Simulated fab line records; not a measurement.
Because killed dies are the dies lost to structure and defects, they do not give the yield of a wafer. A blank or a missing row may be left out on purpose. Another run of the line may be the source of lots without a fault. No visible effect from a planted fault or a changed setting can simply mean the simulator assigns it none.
Comparing a struck lot with a sound one :: flow sky130 :: 16 out of 708 route steps
Sound: the wafers L213.1, L213.4, L213.5. Wafers struck: L203.1, L203.5, L203.6. Last of all comes the cause.
Order at every step that has rows: each side's tool, ch and its chambers, its first start. Under that, the readings that differ: sound wafers :: struck wafers :: difference of the means :: sigmas: that difference in standard deviations of wafers without a fault.
alike: readings with means less than 2 such deviations apart, plus words and numbers identical on both sides. not compared: withheld readings, readings lacking a value on some wafer, bounds such as >300 that could conceal the same value, and numbers that have no deviation in the record and whose values overlap.
Wherever a step has rows on one side only, a row that says differs or no value, or a row with sigmas, the two part there. Non-overlapping numbers with no deviation appear without sigmas and do not part them. A reading that every wafer of one side lacks parts them only if that side has two wafers or more.

first, 2 steps without rows for these wafers: SKY_METAL4_PEB_11; SKY_METAL4_DEVELOP_12 (develop time 60 s).
SKY_METAL4_CD_MEAS_13 targets a cd of 300 nm.
  sound on cd-sem-02, day 46 02:59; struck on cd-sem-02, day 43 18:44
  alike: cd-nm
SKY_METAL4_OVL_MEAS_14:
  sound on overlay-02, day 46 03:06; struck on overlay-01, day 43 18:51
  alike: METAL4_OVL
SKY_METAL4_DESCUM_15: chemistry O2, time 8 s.
  sound on rie-metal-01 ch 0,1, day 46 03:08; struck on rie-metal-01 ch 0,1, day 43 18:53
  alike: drypump-motor-current-A, oes-product-au
  not compared: rf-hours-counter-h
SKY_METAL4_ETCH_16: etches BARC in N2/H2, stops on SiO2, time 88.2 s, target depth 60 nm.
  sound on rie-metal-01 ch 0,1, day 46 03:10; struck on rie-metal-01 ch 0,1, day 43 18:55
  alike: drypump-motor-current-A, oes-product-au, throttle-valve-pct
  not compared: rf-hours-counter-h
SKY_METAL4_ETCH_17: etches SiO2 in C4F8/O2/Ar, stops on TiN, time 3.9 s, target depth 15 nm.
  sound on rie-diel-03 ch 1,2,3, day 46 03:16; struck on rie-diel-03 ch 2,3, day 43 19:01
  alike: oes-product-au
  not compared: rf-hours-counter-h
then, 1 step without rows for these wafers: SKY_METAL4_METAL_ETCH_18 (etches the open film in Cl2/BCl3, stops on SiO2, target depth 845 nm, time 183.1 s).
SKY_METAL4_STRIP_19: strips in O2/N2.
  sound on plasma-asher-04 ch 0,1, day 46 03:28; struck on plasma-asher-03 ch 0,1, day 43 19:13
  alike: drypump-motor-current-A, oes-product-au, strip-time-to-endpoint-s
  not compared: rf-hours-counter-h
then, 3 steps without rows for these wafers: SKY_METAL4_STRIP_20 (strips in post etch residue remover, time 1200 s); SKY_METAL4_CLEAN_21 (cleans in IPA, time 180 s); SKY_METAL4_CLEAN_22 (cleans in O3/DIW).
SKY_VIA4_HDPCVD_00: deposits SiO2, target thk 1750 nm, time 291.7 s.
  sound on hdpcvd-01 ch 0,1,2, day 46 04:04; struck on hdpcvd-02 ch 0,2, day 43 19:53
reading: run-length-s (s)
sound: 319.5 319.6 319.6
struck: 242.5 242.3 241.5
difference: -77.5
sigmas: -99 or more

reading: model.SiO2_of_VIA4_HDPCVD_00.thk-nm (nm)
sound: 1760 1720 1758
struck: 1266 1246 1266
difference: -487
sigmas: 
  alike: pressure-mtorr
SKY_VIA4_THK_MEAS_01:
  sound on film-metro-04, day 46 04:15; struck on film-metro-04, day 43 20:04
reading: VIA4_HDPCVD_THK (nm)
sound: 1761 1721 1758
struck: 1266 1245 1265
difference: -488
sigmas: -26
SKY_VIA4_CMP_02: polishes SiO2.
  sound on cmp-01 ch 0,1,3, day 46 05:22; struck on cmp-02 ch 1,2, day 43 20:08
  alike: motor-current-A, platen-rpm
-- the record jumps here: 4 days lie between the struck wafers' starts before and after (it left off in module VIA4 and takes up again in module PAD_OPEN, whose first step shown is number 708 of the route) --
SKY_PAD_OPEN_PROBE_99:
  sound on prober-01, day 49 15:12; struck on prober-02, day 47 13:18
reading: model.etest.tester.sort-n-pass
sound: 403 412 403
struck: 315 248 315
difference: -113
sigmas: 

reading: model.etest.tester.sort-yield-pct (%)
sound: 81.91 83.74 81.91
struck: 64.02 50.41 64.02
difference: -23.04
sigmas: 

reading: model.etest.tester.sort_bin_3_pct (%)
sound: 0.813 0.813 1.22
struck: 22.76 32.11 22.56
difference: +24.86
sigmas: 

reading: model.etest.met5-comb.leak-log10-a-um
sound: -11.99 -11.97 -11.97
struck: -7.725 -7.391 -7.76
difference: +4.351
sigmas: 

reading: model.etest.tester.sort_bin_8_pct (%)
sound: 0 0 0
struck: 1.477e-07 1.529e-06 3.993e-05
difference: +1.387e-05
sigmas: 
  alike: defect-limited-yield, killed_at_M0_to_M3, killed_at_M4_up, killed-at-contacts, killed-at-front-end, killed-at-other, killed-dies, killed-open, killed-short

== WHERE THEY PART ==
At SKY_VIA4_HDPCVD_00 first; at SKY_VIA4_THK_MEAS_01 last (within this record only). Later steps at which nothing parts them and some readings are alike: SKY_VIA4_CMP_02, SKY_PAD_OPEN_PROBE_99.

WHY: the cause the simulator had injected
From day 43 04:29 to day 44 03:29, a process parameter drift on hdpcvd-02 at SKY_VIA4_HDPCVD_00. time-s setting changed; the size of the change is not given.
